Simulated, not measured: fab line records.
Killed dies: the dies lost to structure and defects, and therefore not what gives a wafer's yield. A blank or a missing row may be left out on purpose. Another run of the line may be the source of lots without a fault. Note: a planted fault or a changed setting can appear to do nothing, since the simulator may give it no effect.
A lot that was struck, set against a sound lot / flow gf180mcu / 15 steps out of a route of 602
Sound: the wafers L365.1, L365.3, L365.5. The struck wafers were L356.2, L356.5, L356.6. The cause is named last.
Order at every step that has rows: each side's tool, ch and its chambers, its first start. Under that, the readings that differ: sound wafers / struck wafers / difference of the means / sigmas: that difference in standard deviations of wafers without a fault.
alike: same words and numbers on both sides, and readings whose means sit less than 2 such deviations apart. not compared: any withheld reading, any reading some wafer has no value for, any bound like >300 that may hide the same value, and any number with overlapping values for which the record gives no deviation.
Wherever a step has rows on one side only, a row that says differs or no value, or a row with sigmas, the two part there. When numbers do not overlap yet have no deviation, they are printed without sigmas and do not part them. Lack of a reading on every wafer of one side parts them only where that side has two or more wafers.

GF_V4_BOW_MEAS_05:
  sound: film_metro-01 at day 29 13:05; struck: film_metro-01 at day 27 02:09
reading=V4_BOW (um); sound=127 123 119; struck=142 128 150; difference=+17; sigmas=+2
then, 8 steps without rows for these wafers: GF_V4_DEHYDRATE_06 (time 60 s); GF_V4_HMDS_07 (prime time 60 s); GF_V4_COAT_08; GF_V4_COAT_09 (resist thk 1000 nm); GF_V4_SOFTBAKE_10 (time 60 s); GF_V4_EXPOSE_11 (exposes mask Via4, target cd 260 nm); GF_V4_PEB_12 (peb time 90 s); GF_V4_DEVELOP_13 (develop time 60 s).
GF_V4_CD_MEAS_14: target cd 260 nm.
  sound: cd_sem-01 at day 30 07:50; struck: cd_sem-01 at day 27 21:37
  alike: cd_nm
GF_V4_OVL_MEAS_15:
  sound: overlay-02 at day 30 07:58; struck: overlay-02 at day 27 21:43
reading=V4_OVL (nm); sound=-1 -7 -8; struck=8 12 10; difference=+15; sigmas=+3
GF_V4_ETCH_16: etches BARC in N2/H2.
  sound on rie_diel-02 ch 1,2,3, day 30 08:00; struck on rie_diel-02 ch 0,1,2, day 27 21:45
  alike: bias_w, drypump_motor_current_A, oes_product_au, throttle_valve_pct
GF_V4_ETCH_17: etches SiO2 in C4F8/O2/Ar, stops on TiN, target depth 630 nm.
  sound on rie_diel-02 ch 1,2,3, day 30 08:00; struck on rie_diel-02 ch 0,1,2, day 27 21:00
reading=bias_w (W); sound=1192 1205 1204; struck=1160 1156 1163; difference=-41; sigmas=-10
  alike: oes_product_au
GF_V4_STRIP_18: strips in O2/N2.
  sound on plasma_asher-02 ch 1, day 30 08:08; struck on plasma_asher-02 ch 0,1, day 27 21:53
  alike: drypump_motor_current_A, heater_power_w, oes_product_au
  not compared: rf_hours_counter_h
following that, these wafers have no rows for 1 step: GF_PASSIVATION_PROBE_99.

WHERE THEY PART
First at GF_V4_BOW_MEAS_05; last, within this record, at GF_V4_ETCH_17. Later steps at which nothing parts them and some readings are alike: GF_V4_STRIP_18.

WHY: the cause the simulator had injected
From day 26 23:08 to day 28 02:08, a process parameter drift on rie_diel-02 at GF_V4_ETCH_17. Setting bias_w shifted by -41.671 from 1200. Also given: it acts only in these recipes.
